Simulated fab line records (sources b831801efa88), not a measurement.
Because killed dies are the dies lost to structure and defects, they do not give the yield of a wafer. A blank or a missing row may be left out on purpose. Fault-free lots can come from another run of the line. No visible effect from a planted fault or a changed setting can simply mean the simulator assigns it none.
8D (eight disciplines) problem report, filled in by code + flow gf180mcu + the parts of the form that need people (team, actions taken, sign-off) are left out

1. THE PROBLEM
Mean HV_LDD_3_TW at GF_HV_LDD_TW_MEAS_38: 1365 over 6 wafers in 2 lots; fault-free wafers: 1433, standard deviation 11. That puts it -6.2 standard deviations away from the usual mean.
The first sign was on wafer L181.2 at day 16 17:10, on film_metro-02. At this step, 33 wafers from 11 lots have a number in the record. By rule, "out" or "out of limits" means more than 4 standard deviations away from the usual mean. The other wafers with a number count as sound.

2. WHAT THIS IS AND IS NOT
| question                    | is                     | is not                                                                    |
|-----------------------------|------------------------|---------------------------------------------------------------------------|
| which readings at this step | HV_LDD_3_TW            | -                                                                         |
| which lots                  | L181, L182             | L166, L167, L170, L172, L174, L175, L176, L187, L188                      |
| which wafers of those lots  | all that have a number | -                                                                         |
| read on which gauges        | film_metro-02          | film_metro-01, film_metro-04                                              |
| when                        | from day 16 17:10      | up to then (21 sound wafers); but 6 sound wafers of L187, L188 came after |

3. THE SUSPECTS, EACH WITH WHAT RULES IT OUT
Counting: a tool stays on the suspect list if, at a process step up to the reading, it processed all lots that are out and no sound lot following the first of them.
- ruled out: the gauge at GF_HV_LDD_TW_MEAS_38. All the wafers that are out were read on film_metro-02, but those of them that GF_HV_LDD_IMPLANT_36 has rows for are out there too, on other tools.
- implanter-03 at GF_HV_LDD_IMPLANT_36: kept. It ran every lot that is out, first L181 (day 16 16:56), and no sound lot after that; its last sound lot up to then is L176 (day 14 20:43). Its own readings are out on those wafers: dose_ions_cm2, faraday_current_uA.
Remaining after the count: implanter-03 at GF_HV_LDD_IMPLANT_36.

4. THE CAUSE (what the simulator had put in)
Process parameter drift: implanter-03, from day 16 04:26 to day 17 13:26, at GF_HV_LDD_IMPLANT_36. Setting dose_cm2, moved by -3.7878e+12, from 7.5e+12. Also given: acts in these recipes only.
Counting left only this tool.

5. THE CHAIN OF EFFECTS, in route order
Rows list readings where the struck wafers' mean (over those with a number) sits beyond 3 standard deviations from the usual. Only readings for which the record gives a usual standard deviation are gone through. hours: the time from each lot's start at the first step in this table that gives one to its start at this step, as a median over the lots. sigmas: the change in usual standard deviations.
| hours | step                 | reading            | usual        | on struck wafers | change     | sigmas      |
|-------|----------------------|--------------------|--------------|------------------|------------|-------------|
| 0     | GF_HV_LDD_IMPLANT_36 | dose_ions_cm2      | 7.501e+12    | 3.717e+12        | -3.784e+12 | -99 or more |
| 0     | GF_HV_LDD_IMPLANT_36 | faraday_current_uA | 42.4         | 20.9             | -21.4      | -27         |
| 0     | GF_HV_LDD_TW_MEAS_38 | HV_LDD_3_TW        | 1433         | 1365             | -68        | -6.2        |
| 24    | GF_HV_LDD_RS_MEAS_53 | HV_LDD_RS          | 418.1 ohm/sq | 429.4            | +11.3      | +12         |
Process steps it contains:
- GF_HV_LDD_IMPLANT_36

6. HOW IT WOULD HAVE BEEN CAUGHT EARLIER
The first out-of-limits reading at a measuring or inspecting step in this record came at day 16 17:10, 13 hours after the fault's start at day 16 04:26.
At GF_HV_LDD_IMPLANT_36, the tool's own readings (dose_ions_cm2, faraday_current_uA) were out on each struck wafer the step has a row for, so an alarm limit on them would have fired on the first such wafer.
Lots out: 2; of these, L182 started GF_HV_LDD_IMPLANT_36 on implanter-03 after day 16 17:10. Holding the tool at that time would have saved it.
